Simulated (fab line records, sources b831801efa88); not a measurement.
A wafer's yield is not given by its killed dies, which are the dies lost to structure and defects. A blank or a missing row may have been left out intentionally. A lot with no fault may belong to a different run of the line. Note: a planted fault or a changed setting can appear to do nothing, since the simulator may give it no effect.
fab line records || flow gf180mcu
[record] {"lots": 7, "wafers": 21, "last_day": 33}
route steps=602 shown HV_LDD@182
lots that met no fault: taken from a fault-free run of the same line
start_h: hours from the record's first day to the start of the lot's first wafer shown || wait_h: hours elapsed since this lot's preceding step || " same as the row above || L1.1+2: several wafers, shown together as one row || - no value, or no start given || * or withheld: withheld || < > ~ a bound
route shown NAME@n: a module of which the file shows steps, and the number in the route of the first || usual: mean/standard deviation of fault-free wafers || same: alike in all rows || chamber/n: place in a boat || sites: per-site readings || _std_site: their standard deviation || _edge_site: the outer-site mean with the inner-site mean subtracted || radius_mm: how far each site lies from the wafer's centre || mask NAME#n: copy n || behind: the last tool/chamber to shape the wafer || hold: reason for holding the lot/hours on hold/outcome of the hold || device: which transistor (n, p or np) failed to switch || end of line: the tests these same wafers got at the end of their route || step lacking rows: just its recipe || killed: at the first sort, the dies lost to defects and structure; wafer yield is something else || map: a wafer's dies, x killed, . not, _ none there
set.NAME: the run value of the setting; set.NAME@STEP: its run value at that earlier step || model.NAME: the simulator's own value behind a step, which no gauge read
lots seen at some steps along the route; tables by step, rows by wafer
services: from which hour (start_h, from the record's first day; less than 0 if before it) a tool's chamber was out of use, for how many hours, and why
[[steps]]
[step GF_HV_LDD_DEVELOP_06]
[recipe] {"develop_time_s": 60, "dev_temp_c": 23}
[step GF_HV_LDD_CD_MEAS_07]
[recipe] {"target_cd_nm": 400}
[usual] {"cd_nm": "400.8/2.5"}
{"lot.wafer": "L326.3", "tool": "cd_sem-01", "chamber": "-", "start_h": 227.13, "wait_h": 0.1, "cd_nm": 403.8}
{"lot.wafer": "L326.5", "tool": "cd_sem-01", "chamber": "-", "start_h": 227.13, "wait_h": 0.1, "cd_nm": 403.8}
{"lot.wafer": "L326.6", "tool": "cd_sem-01", "chamber": "-", "start_h": 227.13, "wait_h": 0.1, "cd_nm": 405.0}
{"lot.wafer": "L329.1", "tool": "cd_sem-02", "chamber": "-", "start_h": 251.16, "wait_h": 0.1, "cd_nm": 400.9}
{"lot.wafer": "L329.3", "tool": "cd_sem-02", "chamber": "-", "start_h": 251.16, "wait_h": 0.1, "cd_nm": 399.8}
{"lot.wafer": "L329.6", "tool": "cd_sem-02", "chamber": "-", "start_h": 251.16, "wait_h": 0.1, "cd_nm": 399.0}
{"lot.wafer": "L334.2", "tool": "cd_sem-01", "chamber": "-", "start_h": 281.56, "wait_h": 0.1, "cd_nm": 399.3}
{"lot.wafer": "L334.3", "tool": "cd_sem-01", "chamber": "-", "start_h": 281.56, "wait_h": 0.1, "cd_nm": 399.8}
{"lot.wafer": "L334.5", "tool": "cd_sem-01", "chamber": "-", "start_h": 281.56, "wait_h": 0.1, "cd_nm": 400.1}
{"lot.wafer": "L337.3", "tool": "cd_sem-01", "chamber": "-", "start_h": 305.63, "wait_h": 0.1, "cd_nm": 397.6}
{"lot.wafer": "L337.4", "tool": "cd_sem-01", "chamber": "-", "start_h": 305.63, "wait_h": 0.1, "cd_nm": 398.6}
{"lot.wafer": "L337.5", "tool": "cd_sem-01", "chamber": "-", "start_h": 305.63, "wait_h": 0.1, "cd_nm": 400.3}
{"lot.wafer": "L340.2", "tool": "cd_sem-01", "chamber": "-", "start_h": 326.28, "wait_h": 0.1, "cd_nm": 400.7}
{"lot.wafer": "L340.3", "tool": "cd_sem-01", "chamber": "-", "start_h": 326.28, "wait_h": 0.1, "cd_nm": 396.9}
{"lot.wafer": "L340.6", "tool": "cd_sem-01", "chamber": "-", "start_h": 326.28, "wait_h": 0.1, "cd_nm": 398.3}
{"lot.wafer": "L341.1", "tool": "cd_sem-02", "chamber": "-", "start_h": 333.51, "wait_h": 0.1, "cd_nm": 400.6}
{"lot.wafer": "L341.3", "tool": "cd_sem-02", "chamber": "-", "start_h": 333.51, "wait_h": 0.1, "cd_nm": 399.2}
{"lot.wafer": "L341.4", "tool": "cd_sem-02", "chamber": "-", "start_h": 333.51, "wait_h": 0.1, "cd_nm": 403.0}
{"lot.wafer": "L342.2", "tool": "cd_sem-01", "chamber": "-", "start_h": 346.78, "wait_h": 0.1, "cd_nm": 404.3}
{"lot.wafer": "L342.3", "tool": "cd_sem-01", "chamber": "-", "start_h": 346.78, "wait_h": 0.1, "cd_nm": 403.9}
{"lot.wafer": "L342.6", "tool": "cd_sem-01", "chamber": "-", "start_h": 346.78, "wait_h": 0.1, "cd_nm": 404.1}
[step GF_HV_LDD_OVL_MEAS_08]
[usual] {"HV_LDD_OVL": "0.6/1.5"}
{"lot.wafer": "L326.3", "tool": "overlay-02", "chamber": "-", "start_h": 227.22, "wait_h": 0.1, "HV_LDD_OVL[nm]": 0.3}
{"lot.wafer": "L326.5", "tool": "overlay-02", "chamber": "-", "start_h": 227.22, "wait_h": 0.1, "HV_LDD_OVL[nm]": 0.4}
{"lot.wafer": "L326.6", "tool": "overlay-02", "chamber": "-", "start_h": 227.22, "wait_h": 0.1, "HV_LDD_OVL[nm]": 2.5}
{"lot.wafer": "L329.1", "tool": "overlay-01", "chamber": "-", "start_h": 251.28, "wait_h": 0.1, "HV_LDD_OVL[nm]": 2.5}
{"lot.wafer": "L329.3", "tool": "overlay-01", "chamber": "-", "start_h": 251.28, "wait_h": 0.1, "HV_LDD_OVL[nm]": 0.9}
{"lot.wafer": "L329.6", "tool": "overlay-01", "chamber": "-", "start_h": 251.28, "wait_h": 0.1, "HV_LDD_OVL[nm]": 2.1}
{"lot.wafer": "L334.2", "tool": "overlay-02", "chamber": "-", "start_h": 281.67, "wait_h": 0.1, "HV_LDD_OVL[nm]": -0.1}
{"lot.wafer": "L334.3", "tool": "overlay-02", "chamber": "-", "start_h": 281.67, "wait_h": 0.1, "HV_LDD_OVL[nm]": -0.3}
{"lot.wafer": "L334.5", "tool": "overlay-02", "chamber": "-", "start_h": 281.67, "wait_h": 0.1, "HV_LDD_OVL[nm]": 0.4}
{"lot.wafer": "L337.3", "tool": "overlay-02", "chamber": "-", "start_h": 305.72, "wait_h": 0.1, "HV_LDD_OVL[nm]": 1.3}
{"lot.wafer": "L337.4", "tool": "overlay-02", "chamber": "-", "start_h": 305.72, "wait_h": 0.1, "HV_LDD_OVL[nm]": 2.9}
{"lot.wafer": "L337.5", "tool": "overlay-02", "chamber": "-", "start_h": 305.72, "wait_h": 0.1, "HV_LDD_OVL[nm]": 2.4}
{"lot.wafer": "L340.2", "tool": "overlay-01", "chamber": "-", "start_h": 326.39, "wait_h": 0.1, "HV_LDD_OVL[nm]": -1.0}
{"lot.wafer": "L340.3", "tool": "overlay-01", "chamber": "-", "start_h": 326.39, "wait_h": 0.1, "HV_LDD_OVL[nm]": -1.7}
{"lot.wafer": "L340.6", "tool": "overlay-01", "chamber": "-", "start_h": 326.39, "wait_h": 0.1, "HV_LDD_OVL[nm]": -2.1}
{"lot.wafer": "L341.1", "tool": "overlay-02", "chamber": "-", "start_h": 333.63, "wait_h": 0.1, "HV_LDD_OVL[nm]": 1.0}
{"lot.wafer": "L341.3", "tool": "overlay-02", "chamber": "-", "start_h": 333.63, "wait_h": 0.1, "HV_LDD_OVL[nm]": 1.9}
{"lot.wafer": "L341.4", "tool": "overlay-02", "chamber": "-", "start_h": 333.63, "wait_h": 0.1, "HV_LDD_OVL[nm]": 1.4}
{"lot.wafer": "L342.2", "tool": "overlay-02", "chamber": "-", "start_h": 346.89, "wait_h": 0.1, "HV_LDD_OVL[nm]": 2.3}
{"lot.wafer": "L342.3", "tool": "overlay-02", "chamber": "-", "start_h": 346.89, "wait_h": 0.1, "HV_LDD_OVL[nm]": 3.2}
{"lot.wafer": "L342.6", "tool": "overlay-02", "chamber": "-", "start_h": 346.89, "wait_h": 0.1, "HV_LDD_OVL[nm]": 4.5}
[step GF_HV_LDD_IMPLANT_09]
[recipe] {"species": "As", "energy_kev": 40, "dose_cm2": 1e+14, "tilt_deg": 7}
[step GF_HV_LDD_STRIP_10]
[recipe] {"chemistry": "O2/N2", "power_w": 1400, "pressure_mtorr": 1500, "platen_temp_c": 250, "o2_flow_sccm": 3000, "n2_flow_sccm": 300, "overash_fraction": 0.5}
[usual] {"chamber_pressure_mTorr": "1499.7/1.4", "drypump_motor_current_A": "5.1/0.52", "heater_power_w": "333/34", "oes_product_au": "0.716/0.0048", "strip_time_to_endpoint_s": "12.64/0.038"}
{"lot.wafer": "L326.3", "tool": "plasma_asher-03", "chamber": 0, "start_h": 227.43, "wait_h": 0.1, "chamber_pressure_mTorr": 1499.2, "drypump_motor_current_A": 4.7, "heater_power_w": 283, "oes_product_au": 0.716, "rf_hours_counter_h": "-", "strip_time_to_endpoint_s": 12.65}
{"lot.wafer": "L326.5", "tool": "plasma_asher-03", "chamber": 0, "start_h": 227.43, "wait_h": 0.1, "chamber_pressure_mTorr": 1498.1, "drypump_motor_current_A": 4.7, "heater_power_w": 285, "oes_product_au": 0.720, "rf_hours_counter_h": "-", "strip_time_to_endpoint_s": 12.63}
{"lot.wafer": "L326.6", "tool": "plasma_asher-03", "chamber": 1, "start_h": 227.43, "wait_h": 0.1, "chamber_pressure_mTorr": 1499.4, "drypump_motor_current_A": 4.9, "heater_power_w": 357, "oes_product_au": 0.717, "rf_hours_counter_h": "-", "strip_time_to_endpoint_s": 12.68}
{"lot.wafer": "L329.1", "tool": "plasma_asher-02", "chamber": 0, "start_h": 251.47, "wait_h": 0.1, "chamber_pressure_mTorr": 1500.4, "drypump_motor_current_A": 4.7, "heater_power_w": 375, "oes_product_au": 0.715, "rf_hours_counter_h": 49, "strip_time_to_endpoint_s": 12.64}
{"lot.wafer": "L329.3", "tool": "plasma_asher-02", "chamber": 1, "start_h": 251.47, "wait_h": 0.1, "chamber_pressure_mTorr": 1502.6, "drypump_motor_current_A": 6.2, "heater_power_w": 335, "oes_product_au": 0.718, "rf_hours_counter_h": "-", "strip_time_to_endpoint_s": 12.60}
{"lot.wafer": "L329.6", "tool": "plasma_asher-02", "chamber": 0, "start_h": 251.47, "wait_h": 0.1, "chamber_pressure_mTorr": 1499.9, "drypump_motor_current_A": 4.7, "heater_power_w": 374, "oes_product_au": 0.717, "rf_hours_counter_h": "-", "strip_time_to_endpoint_s": 12.63}
{"lot.wafer": "L334.2", "tool": "plasma_asher-02", "chamber": 1, "start_h": 281.85, "wait_h": 0.1, "chamber_pressure_mTorr": 1498.1, "drypump_motor_current_A": 6.2, "heater_power_w": 324, "oes_product_au": 0.713, "rf_hours_counter_h": 52, "strip_time_to_endpoint_s": 12.75}
{"lot.wafer": "L334.3", "tool": "plasma_asher-02", "chamber": 1, "start_h": 281.85, "wait_h": 0.1, "chamber_pressure_mTorr": 1498.8, "drypump_motor_current_A": 6.2, "heater_power_w": 325, "oes_product_au": 0.720, "rf_hours_counter_h": "-", "strip_time_to_endpoint_s": 12.72}
{"lot.wafer": "L334.5", "tool": "plasma_asher-02", "chamber": 1, "start_h": 281.85, "wait_h": 0.1, "chamber_pressure_mTorr": 1500.3, "drypump_motor_current_A": 6.2, "heater_power_w": 330, "oes_product_au": 0.711, "rf_hours_counter_h": "-", "strip_time_to_endpoint_s": 12.73}
{"lot.wafer": "L337.3", "tool": "plasma_asher-01", "chamber": 0, "start_h": 305.93, "wait_h": 0.1, "chamber_pressure_mTorr": 1499.3, "drypump_motor_current_A": 5.2, "heater_power_w": 317, "oes_product_au": 0.715, "rf_hours_counter_h": "-", "strip_time_to_endpoint_s": 12.66}
{"lot.wafer": "L337.4", "tool": "plasma_asher-01", "chamber": 1, "start_h": 305.93, "wait_h": 0.1, "chamber_pressure_mTorr": 1501.0, "drypump_motor_current_A": 5.6, "heater_power_w": 366, "oes_product_au": 0.715, "rf_hours_counter_h": "-", "strip_time_to_endpoint_s": 12.68}
{"lot.wafer": "L337.5", "tool": "plasma_asher-01", "chamber": 0, "start_h": 305.93, "wait_h": 0.1, "chamber_pressure_mTorr": 1500.3, "drypump_motor_current_A": 5.2, "heater_power_w": 320, "oes_product_au": 0.720, "rf_hours_counter_h": "-", "strip_time_to_endpoint_s": 12.65}
{"lot.wafer": "L340.2", "tool": "plasma_asher-03", "chamber": 1, "start_h": 326.57, "wait_h": 0.1, "chamber_pressure_mTorr": 1501.3, "drypump_motor_current_A": 4.9, "heater_power_w": 351, "oes_product_au": 0.720, "rf_hours_counter_h": 21, "strip_time_to_endpoint_s": 12.65}
{"lot.wafer": "L340.3", "tool": "plasma_asher-03", "chamber": 1, "start_h": 326.57, "wait_h": 0.1, "chamber_pressure_mTorr": 1500.9, "drypump_motor_current_A": 4.9, "heater_power_w": 350, "oes_product_au": 0.717, "rf_hours_counter_h": "-", "strip_time_to_endpoint_s": 12.63}
{"lot.wafer": "L340.6", "tool": "plasma_asher-03", "chamber": 1, "start_h": 326.57, "wait_h": 0.1, "chamber_pressure_mTorr": 1498.2, "drypump_motor_current_A": 4.9, "heater_power_w": 341, "oes_product_au": 0.713, "rf_hours_counter_h": "-", "strip_time_to_endpoint_s": 12.68}
{"lot.wafer": "L341.1", "tool": "plasma_asher-03", "chamber": 0, "start_h": 333.82, "wait_h": 0.1, "chamber_pressure_mTorr": 1500.4, "drypump_motor_current_A": 4.7, "heater_power_w": 275, "oes_product_au": 0.729, "rf_hours_counter_h": 22, "strip_time_to_endpoint_s": 12.70}
{"lot.wafer": "L341.3", "tool": "plasma_asher-03", "chamber": 0, "start_h": 333.82, "wait_h": 0.1, "chamber_pressure_mTorr": 1502.6, "drypump_motor_current_A": 4.7, "heater_power_w": 272, "oes_product_au": 0.715, "rf_hours_counter_h": "-", "strip_time_to_endpoint_s": 12.68}
{"lot.wafer": "L341.4", "tool": "plasma_asher-03", "chamber": 1, "start_h": 333.82, "wait_h": 0.1, "chamber_pressure_mTorr": 1499.4, "drypump_motor_current_A": 4.9, "heater_power_w": 350, "oes_product_au": 0.719, "rf_hours_counter_h": "-", "strip_time_to_endpoint_s": 12.73}
{"lot.wafer": "L342.2", "tool": "plasma_asher-01", "chamber": 0, "start_h": 347.07, "wait_h": 0.1, "chamber_pressure_mTorr": 1498.4, "drypump_motor_current_A": 5.2, "heater_power_w": 310, "oes_product_au": 0.722, "rf_hours_counter_h": 70, "strip_time_to_endpoint_s": 12.59}
{"lot.wafer": "L342.3", "tool": "plasma_asher-01", "chamber": 1, "start_h": 347.07, "wait_h": 0.1, "chamber_pressure_mTorr": 1500.8, "drypump_motor_current_A": 5.5, "heater_power_w": 366, "oes_product_au": 0.716, "rf_hours_counter_h": "-", "strip_time_to_endpoint_s": 12.63}
{"lot.wafer": "L342.6", "tool": "plasma_asher-01", "chamber": 0, "start_h": 347.07, "wait_h": 0.1, "chamber_pressure_mTorr": 1500.9, "drypump_motor_current_A": 5.2, "heater_power_w": 318, "oes_product_au": 0.711, "rf_hours_counter_h": "-", "strip_time_to_endpoint_s": 12.64}
[step GF_HV_LDD_TW_MEAS_11]
[usual] {"HV_LDD_TW": "2409/10"}
{"lot.wafer": "L326.3", "tool": "film_metro-03", "chamber": "-", "start_h": 227.52, "wait_h": 0.1, "HV_LDD_TW": 2405}
{"lot.wafer": "L326.5", "tool": "film_metro-03", "chamber": "-", "start_h": 227.52, "wait_h": 0.1, "HV_LDD_TW": 2420}
{"lot.wafer": "L326.6", "tool": "film_metro-03", "chamber": "-", "start_h": 227.52, "wait_h": 0.1, "HV_LDD_TW": 2410}
{"lot.wafer": "L329.1", "tool": "film_metro-03", "chamber": "-", "start_h": 251.57, "wait_h": 0.1, "HV_LDD_TW": 2428}
{"lot.wafer": "L329.3", "tool": "film_metro-03", "chamber": "-", "start_h": 251.57, "wait_h": 0.1, "HV_LDD_TW": 2432}
{"lot.wafer": "L329.6", "tool": "film_metro-03", "chamber": "-", "start_h": 251.57, "wait_h": 0.1, "HV_LDD_TW": 2412}
{"lot.wafer": "L334.2", "tool": "film_metro-03", "chamber": "-", "start_h": 281.96, "wait_h": 0.1, "HV_LDD_TW": 2378}
{"lot.wafer": "L334.3", "tool": "film_metro-03", "chamber": "-", "start_h": 281.96, "wait_h": 0.1, "HV_LDD_TW": 2394}
{"lot.wafer": "L334.5", "tool": "film_metro-03", "chamber": "-", "start_h": 281.96, "wait_h": 0.1, "HV_LDD_TW": 2389}
{"lot.wafer": "L337.3", "tool": "film_metro-04", "chamber": "-", "start_h": 306.02, "wait_h": 0.1, "HV_LDD_TW": 2418}
{"lot.wafer": "L337.4", "tool": "film_metro-04", "chamber": "-", "start_h": 306.02, "wait_h": 0.1, "HV_LDD_TW": 2410}
{"lot.wafer": "L337.5", "tool": "film_metro-04", "chamber": "-", "start_h": 306.02, "wait_h": 0.1, "HV_LDD_TW": 2398}
{"lot.wafer": "L340.2", "tool": "film_metro-03", "chamber": "-", "start_h": 326.68, "wait_h": 0.1, "HV_LDD_TW": 2433}
{"lot.wafer": "L340.3", "tool": "film_metro-03", "chamber": "-", "start_h": 326.68, "wait_h": 0.1, "HV_LDD_TW": 2427}
{"lot.wafer": "L340.6", "tool": "film_metro-03", "chamber": "-", "start_h": 326.68, "wait_h": 0.1, "HV_LDD_TW": 2423}
{"lot.wafer": "L341.1", "tool": "film_metro-04", "chamber": "-", "start_h": 333.92, "wait_h": 0.1, "HV_LDD_TW": 2410}
{"lot.wafer": "L341.3", "tool": "film_metro-04", "chamber": "-", "start_h": 333.92, "wait_h": 0.1, "HV_LDD_TW": 2416}
{"lot.wafer": "L341.4", "tool": "film_metro-04", "chamber": "-", "start_h": 333.92, "wait_h": 0.1, "HV_LDD_TW": 2401}
{"lot.wafer": "L342.2", "tool": "film_metro-04", "chamber": "-", "start_h": 347.18, "wait_h": 0.1, "HV_LDD_TW": 2415}
{"lot.wafer": "L342.3", "tool": "film_metro-04", "chamber": "-", "start_h": 347.18, "wait_h": 0.1, "HV_LDD_TW": 2425}
{"lot.wafer": "L342.6", "tool": "film_metro-04", "chamber": "-", "start_h": 347.18, "wait_h": 0.1, "HV_LDD_TW": 2412}
[step GF_HV_LDD_DEHYDRATE_12]
[recipe] {"temp_c": 200, "time_s": 60}
[step GF_HV_LDD_HMDS_13]
[recipe] {"prime_time_s": 60, "prime_temp_c": 120}
[step GF_HV_LDD_COAT_14]
[recipe] {"resist": "NOVOLAK", "spin_rpm": 3000, "resist_thk_nm": 1000}
[step GF_HV_LDD_SOFTBAKE_15]
[recipe] {"temp_c": 90, "time_s": 60, "resist": "NOVOLAK"}
[step GF_HV_LDD_EXPOSE_16]
[recipe] {"mask_id": "Pplus_LV_AREA", "target_cd_nm": 400, "na": 0.6, "source_shape": "conventional", "sigma_outer": 0.6, "dose_mj": 140}
[step GF_HV_LDD_PEB_17]
[recipe] {"temp_c": "withheld", "time_s": "*", "resist": "NOVOLAK"}
[step GF_HV_LDD_DEVELOP_18]
[recipe] {"develop_time_s": 60, "dev_temp_c": 24.2}
[usual] {"chill_plate_temp_C": "23.01/0.094", "develop_time_s": "60/0"}
{"lot.wafer": "L326.3", "tool": "litho_track-04", "chamber": 0, "start_h": 245.81, "wait_h": 0.1, "chill_plate_temp_C": 23.24, "develop_time_s": 60}
{"lot.wafer": "L326.5", "tool": "litho_track-04", "chamber": 0, "start_h": 245.81, "wait_h": 0.1, "chill_plate_temp_C": 23.03, "develop_time_s": 60}
{"lot.wafer": "L326.6", "tool": "litho_track-04", "chamber": 0, "start_h": 245.81, "wait_h": 0.1, "chill_plate_temp_C": 23.02, "develop_time_s": 60}
{"lot.wafer": "L329.1", "tool": "litho_track-03", "chamber": 0, "start_h": 269.89, "wait_h": 0.1, "chill_plate_temp_C": 22.88, "develop_time_s": 60}
{"lot.wafer": "L329.3", "tool": "litho_track-03", "chamber": 0, "start_h": 269.89, "wait_h": 0.1, "chill_plate_temp_C": 23.00, "develop_time_s": 60}
{"lot.wafer": "L329.6", "tool": "litho_track-03", "chamber": 0, "start_h": 269.89, "wait_h": 0.1, "chill_plate_temp_C": 23.20, "develop_time_s": 60}
{"lot.wafer": "L334.2", "tool": "litho_track-03", "chamber": 0, "start_h": 301.26, "wait_h": 0.1, "chill_plate_temp_C": 22.88, "develop_time_s": 60}
{"lot.wafer": "L334.3", "tool": "litho_track-03", "chamber": 0, "start_h": 301.26, "wait_h": 0.1, "chill_plate_temp_C": 22.99, "develop_time_s": 60}
{"lot.wafer": "L334.5", "tool": "litho_track-03", "chamber": 0, "start_h": 301.26, "wait_h": 0.1, "chill_plate_temp_C": 23.07, "develop_time_s": 60}
{"lot.wafer": "L337.3", "tool": "litho_track-02", "chamber": 0, "start_h": 325.86, "wait_h": 0.1, "chill_plate_temp_C": 22.94, "develop_time_s": 60}
{"lot.wafer": "L337.4", "tool": "litho_track-02", "chamber": 0, "start_h": 325.86, "wait_h": 0.1, "chill_plate_temp_C": 23.00, "develop_time_s": 60}
{"lot.wafer": "L337.5", "tool": "litho_track-02", "chamber": 0, "start_h": 325.86, "wait_h": 0.1, "chill_plate_temp_C": 23.05, "develop_time_s": 60}
{"lot.wafer": "L340.2", "tool": "litho_track-03", "chamber": "-", "start_h": 348.11, "wait_h": 0.1, "chill_plate_temp_C": "-", "develop_time_s": "-"}
{"lot.wafer": "L340.3", "tool": "litho_track-03", "chamber": "-", "start_h": 348.11, "wait_h": 0.1, "chill_plate_temp_C": "-", "develop_time_s": "-"}
{"lot.wafer": "L340.6", "tool": "litho_track-03", "chamber": "-", "start_h": 348.11, "wait_h": 0.1, "chill_plate_temp_C": "-", "develop_time_s": "-"}
{"lot.wafer": "L341.1", "tool": "litho_track-02", "chamber": "-", "start_h": 354.91, "wait_h": 0.1, "chill_plate_temp_C": "-", "develop_time_s": "-"}
{"lot.wafer": "L341.3", "tool": "litho_track-02", "chamber": "-", "start_h": 354.91, "wait_h": 0.1, "chill_plate_temp_C": "-", "develop_time_s": "-"}
{"lot.wafer": "L341.4", "tool": "litho_track-02", "chamber": "-", "start_h": 354.91, "wait_h": 0.1, "chill_plate_temp_C": "-", "develop_time_s": "-"}
{"lot.wafer": "L342.2", "tool": "litho_track-03", "chamber": "-", "start_h": 368.76, "wait_h": 0.1, "chill_plate_temp_C": "-", "develop_time_s": "-"}
{"lot.wafer": "L342.3", "tool": "litho_track-03", "chamber": "-", "start_h": 368.76, "wait_h": 0.1, "chill_plate_temp_C": "-", "develop_time_s": "-"}
{"lot.wafer": "L342.6", "tool": "litho_track-03", "chamber": "-", "start_h": 368.76, "wait_h": 0.1, "chill_plate_temp_C": "-", "develop_time_s": "-"}
[step GF_HV_LDD_CD_MEAS_19]
[recipe] {"target_cd_nm": 400}
[usual] {"cd_nm": "395.1/2.3"}
{"lot.wafer": "L326.3", "tool": "cd_sem-01", "chamber": "-", "start_h": 245.95, "wait_h": 0.1, "cd_nm": 396.4}
{"lot.wafer": "L326.5", "tool": "cd_sem-01", "chamber": "-", "start_h": 245.95, "wait_h": 0.1, "cd_nm": 393.4}
{"lot.wafer": "L326.6", "tool": "cd_sem-01", "chamber": "-", "start_h": 245.95, "wait_h": 0.1, "cd_nm": 394.3}
{"lot.wafer": "L329.1", "tool": "cd_sem-02", "chamber": "-", "start_h": 270.04, "wait_h": 0.1, "cd_nm": 396.1}
{"lot.wafer": "L329.3", "tool": "cd_sem-02", "chamber": "-", "start_h": 270.04, "wait_h": 0.1, "cd_nm": 394.7}
{"lot.wafer": "L329.6", "tool": "cd_sem-02", "chamber": "-", "start_h": 270.04, "wait_h": 0.1, "cd_nm": 396.4}
{"lot.wafer": "L334.2", "tool": "cd_sem-02", "chamber": "-", "start_h": 301.41, "wait_h": 0.1, "cd_nm": 394.0}
{"lot.wafer": "L334.3", "tool": "cd_sem-02", "chamber": "-", "start_h": 301.41, "wait_h": 0.1, "cd_nm": 394.9}
{"lot.wafer": "L334.5", "tool": "cd_sem-02", "chamber": "-", "start_h": 301.41, "wait_h": 0.1, "cd_nm": 393.1}
{"lot.wafer": "L337.3", "tool": "cd_sem-02", "chamber": "-", "start_h": 326.00, "wait_h": 0.1, "cd_nm": 395.0}
{"lot.wafer": "L337.4", "tool": "cd_sem-02", "chamber": "-", "start_h": 326.00, "wait_h": 0.1, "cd_nm": 396.6}
{"lot.wafer": "L337.5", "tool": "cd_sem-02", "chamber": "-", "start_h": 326.00, "wait_h": 0.1, "cd_nm": 395.5}
{"lot.wafer": "L340.2", "tool": "cd_sem-02", "chamber": "-", "start_h": 348.26, "wait_h": 0.1, "cd_nm": "-"}
{"lot.wafer": "L340.3", "tool": "cd_sem-02", "chamber": "-", "start_h": 348.26, "wait_h": 0.1, "cd_nm": "-"}
{"lot.wafer": "L340.6", "tool": "cd_sem-02", "chamber": "-", "start_h": 348.26, "wait_h": 0.1, "cd_nm": "-"}
{"lot.wafer": "L341.1", "tool": "cd_sem-01", "chamber": "-", "start_h": 355.06, "wait_h": 0.1, "cd_nm": "-"}
{"lot.wafer": "L341.3", "tool": "cd_sem-01", "chamber": "-", "start_h": 355.06, "wait_h": 0.1, "cd_nm": "-"}
{"lot.wafer": "L341.4", "tool": "cd_sem-01", "chamber": "-", "start_h": 355.06, "wait_h": 0.1, "cd_nm": "-"}
{"lot.wafer": "L342.2", "tool": "cd_sem-02", "chamber": "-", "start_h": 368.91, "wait_h": 0.1, "cd_nm": "-"}
{"lot.wafer": "L342.3", "tool": "cd_sem-02", "chamber": "-", "start_h": 368.91, "wait_h": 0.1, "cd_nm": "-"}
{"lot.wafer": "L342.6", "tool": "cd_sem-02", "chamber": "-", "start_h": 368.91, "wait_h": 0.1, "cd_nm": "-"}
[[services]]
{"tool": "plasma_asher-02", "chamber": "-", "start_h": 224.25, "hours": 2.8, "kind": "pm"}
{"tool": "plasma_asher-01", "chamber": "-", "start_h": 224.49, "hours": 7.1, "kind": "repair"}
{"tool": "plasma_asher-02", "chamber": "-", "start_h": 284.70, "hours": 28.1, "kind": "pm"}
{"tool": "litho_track-03", "chamber": "-", "start_h": 366.04, "hours": "-", "kind": "consumable_replace:filter"}
[[key]]
[first_sign] {"step": "GF_HV_LDD_DEVELOP_18", "reading": "tool_record", "direction": "missing"}
effect none on later readings
met_at GF_HV_LDD_DEVELOP_18
struck_wafers L340.2,L340.3,L340.6,L341.1,L341.3,L341.4,L342.2,L342.3,L342.6
later_rows_left_out L340.2,L340.3,L340.6,L341.1,L341.3,L341.4,L342.2,L342.3,L342.6
sort_left_out L340.2,L340.3,L340.6,L341.1,L341.3,L341.4,L342.2,L342.3,L342.6
tester_left_out L340,L341,L342
onset_between 325.86 348.11
[fault] {"kind": "skipped_step_whole", "tool": "litho_track-02,litho_track-03", "chamber": "-", "onset_h": 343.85, "steps": "GF_HV_LDD_DEVELOP_18", "scope": "struck_lots_only"}
// tester_left_out: of these lots the tester's yield and bins aren't shown, on N5 and GAA mostly nor the transistor test; their killed dies are dies lost to structure and defects alone, not to doping, threshold or leakage, so they don't give the yield
// sort_left_out: the simulated sort isn't trusted on such a fault, so these wafers' sort isn't shown, and their yield isn't known
// later_rows_left_out: the simulator's readings of these wafers behind a module that went badly wrong aren't trusted and aren't shown, but for the sort
